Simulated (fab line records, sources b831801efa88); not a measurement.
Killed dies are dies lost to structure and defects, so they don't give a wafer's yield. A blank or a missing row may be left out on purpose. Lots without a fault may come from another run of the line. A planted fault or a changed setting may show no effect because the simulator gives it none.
Which tool did it? | flow sky130 | 13 lots, 39 wafers sampled, at 6 steps of a route of 708

WHAT THE GAUGES READ, wafer by wafer
SKY_VT_ADJUST_HVTP_CD_MEAS_07: target cd 380 nm. Usual: cd_nm 379.7 nm, standard deviation 2.5.
lot  | measured     | on        | cd_nm (nm)        | flag
L677 | day 6 07:45  | cd_sem-02 | 380.2 382.3 383.8 |
L678 | day 6 16:49  | cd_sem-01 | 380.9 382.7 379.5 |
L679 | day 6 20:35  | cd_sem-01 | 378.7 378.2 380.2 |
L680 | day 7 00:37  | cd_sem-01 | 377.7 379.8 380.2 |
L681 | day 7 05:00  | cd_sem-02 | 382.7 380.4 382.0 |
L682 | day 7 15:03  | cd_sem-01 | 376.9 377.5 377.3 |
L683 | day 8 08:11  | cd_sem-01 | 376.3 378.2 377.9 |
L687 | day 9 09:43  | cd_sem-02 | 380.4 380.8 381.8 |
L692 | day 10 16:36 | cd_sem-01 | 380.0 378.7 381.3 |
L694 | day 11 01:49 | cd_sem-02 | 379.6 382.8 385.8 |
L696 | day 11 15:03 | cd_sem-01 | 380.9 377.2 377.5 |
L697 | day 11 15:48 | cd_sem-02 | 384.6 380.8 384.0 |
L699 | day 12 01:10 | cd_sem-02 | 378.5 377.1 376.1 |

SKY_VT_ADJUST_LVTN_OVL_MEAS_07. Usual: VT_ADJUST_LVTN_OVL 0.3 nm, standard deviation 1.5.
lot  | measured     | on         | VT_ADJUST_LVTN_OVL (nm) | flag
L677 | day 7 01:46  | overlay-01 | 0.9 2.1 2.0             |
L678 | day 7 11:35  | overlay-02 | 1.1 -0.7 0.9            |
L679 | day 7 16:58  | overlay-01 | -0.8 -0.3 0.7           |
L680 | day 7 20:07  | overlay-02 | 0.6 0.4 1.7             |
L681 | day 8 01:01  | overlay-01 | 0.8 -0.3 0.1            |
L682 | day 8 11:22  | overlay-02 | 0.0 0.5 -0.3            |
L683 | day 9 05:15  | overlay-02 | 0.1 1.3 2.1             |
L687 | day 10 07:29 | overlay-02 | -1.3 0.4 -1.9           |
L692 | day 11 16:28 | overlay-02 | -0.1 0.6 -0.7           |
L694 | day 12 00:53 | overlay-02 | 0.4 0.5 -0.1            |
L696 | day 12 15:33 | overlay-02 | -1.9 -0.6 -1.2          |
L697 | day 12 15:37 | overlay-01 | 0.3 3.4 0.0             |
L699 | day 13 01:43 | overlay-02 | 0.2 1.1 0.6             |

SKY_VT_ADJUST_LVTN_OVL_MEAS_18. Usual: VT_ADJUST_LVTN_01_OVL -0.7 nm, standard deviation 1.7.
lot  | measured     | on         | VT_ADJUST_LVTN_01_OVL (nm) | flag
L677 | day 7 21:21  | overlay-01 | -0.4 -2.6 -2.1             |
L678 | day 8 07:49  | overlay-02 | -1.1 -0.1 -2.4             |
L679 | day 8 13:13  | overlay-01 | -1.5 -0.2 -1.4             |
L680 | day 8 16:17  | overlay-01 | 0.4 0.2 -0.3               |
L681 | day 8 20:58  | overlay-02 | -2.1 -2.1 -1.6             |
L682 | day 9 07:58  | overlay-02 | -0.4 1.0 0.4               |
L683 | day 10 02:48 | overlay-02 | - - -                      | OFF
L687 | day 11 06:14 | overlay-02 | -0.7 -1.4 -0.3             |
L692 | day 12 17:13 | overlay-02 | -0.6 -2.1 -0.2             |
L694 | day 13 01:15 | overlay-01 | -3.7 -5.1 -5.7             |
L696 | day 13 16:14 | overlay-02 | -3.9 -2.1 -2.3             |
L697 | day 13 16:31 | overlay-01 | -1.0 0.6 -0.1              |
L699 | day 14 02:37 | overlay-02 | 0.0 0.1 -0.3               |

SKY_VT_ADJUST_LVTN_TW_MEAS_21. Usual: VT_ADJUST_LVTN_2_TW 187.1, standard deviation 1.5.
lot  | measured     | on            | VT_ADJUST_LVTN_2_TW | flag
L677 | day 7 21:38  | film_metro-02 | 186.6 186.9 186.0   |
L678 | day 8 08:07  | film_metro-02 | 186.4 185.7 186.7   |
L679 | day 8 13:30  | film_metro-04 | 188.7 188.7 187.4   |
L680 | day 8 16:34  | film_metro-02 | 185.9 187.0 185.9   |
L681 | day 8 21:15  | film_metro-03 | 191.7 189.9 189.6   |
L682 | day 9 08:15  | film_metro-02 | 187.2 187.0 187.1   |
L683 | day 10 03:05 | film_metro-02 | 29.8 29.9 29.8      | OFF
L687 | day 11 06:32 | film_metro-04 | 188.4 187.6 186.6   |
L692 | day 12 17:30 | film_metro-02 | 186.4 185.9 186.8   |
L694 | day 13 01:33 | film_metro-02 | 186.0 185.9 184.7   |
L696 | day 13 16:31 | film_metro-02 | 185.6 185.5 185.6   |
L697 | day 13 16:48 | film_metro-04 | 188.0 187.7 187.3   |
L699 | day 14 02:54 | film_metro-03 | 188.0 187.9 187.3   |

SKY_VT_ADJUST_NCORE_OVL_MEAS_08. Usual: VT_ADJUST_NCORE_OVL 0.3 nm, standard deviation 1.3.
lot  | measured     | on         | VT_ADJUST_NCORE_OVL (nm) | flag
L677 | day 8 17:59  | overlay-02 | 0.8 2.2 1.7              |
L678 | day 9 05:01  | overlay-02 | -0.3 -0.9 0.5            |
L679 | day 9 10:28  | overlay-01 | 0.4 2.2 -0.9             |
L680 | day 9 13:37  | overlay-01 | -0.5 -1.0 0.5            |
L681 | day 9 18:14  | overlay-02 | 1.9 -0.5 -0.9            |
L682 | day 10 06:06 | overlay-01 | -0.3 1.5 -0.9            |
L683 | day 11 01:06 | overlay-01 | 0.1 2.3 0.6              |
L687 | day 12 05:56 | overlay-02 | 1.3 -0.4 1.5             |
L692 | day 13 17:55 | overlay-01 | 2.1 -0.5 1.2             |
L694 | day 14 02:16 | overlay-02 | 0.1 -1.2 -0.2            |
L696 | day 14 18:34 | overlay-02 | 0.2 -0.3 0.1             |
L697 | day 14 19:07 | overlay-02 | 0.4 1.5 1.8              |
L699 | day 15 05:19 | overlay-02 | 0.6 -1.8 -1.7            |

WHICH TOOL RAN EACH LOT (tool, then ch and the chambers of the sampled wafers, then the start)
lot  | SKY_VT_ADJUST_LVTN_EXPOSE_15
L677 | iline_stepper-02 ch 0, day 7 12:00
L678 | iline_stepper-01 ch 0, day 7 21:38
L679 | iline_stepper-01 ch 0, day 8 03:12
L680 | iline_stepper-02 ch 0, day 8 06:41
L681 | iline_stepper-01 ch 0, day 8 11:13
L682 | iline_stepper-02 ch 0, day 8 21:32
L683 | iline_stepper-02 ch 0, day 9 16:14
L687 | iline_stepper-02 ch 0, day 10 19:07
L692 | iline_stepper-01 ch 0, day 12 05:04
L694 | iline_stepper-01 ch 0, day 12 13:02
L696 | iline_stepper-01 ch 0, day 13 04:19
L697 | iline_stepper-02 ch 0, day 13 04:31
L699 | iline_stepper-02 ch 0, day 13 14:33
- SKY_VT_ADJUST_LVTN_EXPOSE_15: exposes mask HVN STD DERIVED, target cd 600 nm.

WHAT THE TOOLS THEMSELVES READ (means of the sampled wafers that have a number; where no wafer has one, the mark that the record gives instead)
The record holds no such reading with a usual standard deviation.

THE ANSWER, worked out from the rows above alone
Rule: a lot is off if the mean of its wafers that have a number lies more than 3 standard deviations from the usual mean. A lot without any number at a reading at which 4 lots or more have one is off too. The other lots that the step has rows for count as sound. The gauges are gone through in route order, then the tools' own readings, and for those a lot's mean is taken as printed above. The first step at which some lot is off is used, and at that step the reading that is off furthest; a lot without a number counts as furthest.
Off: L683, at SKY_VT_ADJUST_LVTN_OVL_MEAS_18 (VT_ADJUST_LVTN_01_OVL). Without a number there: L683.
A tool fits if, at a process step before that reading, it ran every lot that is off, and no sound lot after the first of them. The gauges at SKY_VT_ADJUST_LVTN_OVL_MEAS_18 aren't tried: what is off there is off at SKY_VT_ADJUST_LVTN_TW_MEAS_21 too, on other tools, and a gauge's error can't cause that. None of those tried fits.

WHAT THE SIMULATOR HAD PUT IN
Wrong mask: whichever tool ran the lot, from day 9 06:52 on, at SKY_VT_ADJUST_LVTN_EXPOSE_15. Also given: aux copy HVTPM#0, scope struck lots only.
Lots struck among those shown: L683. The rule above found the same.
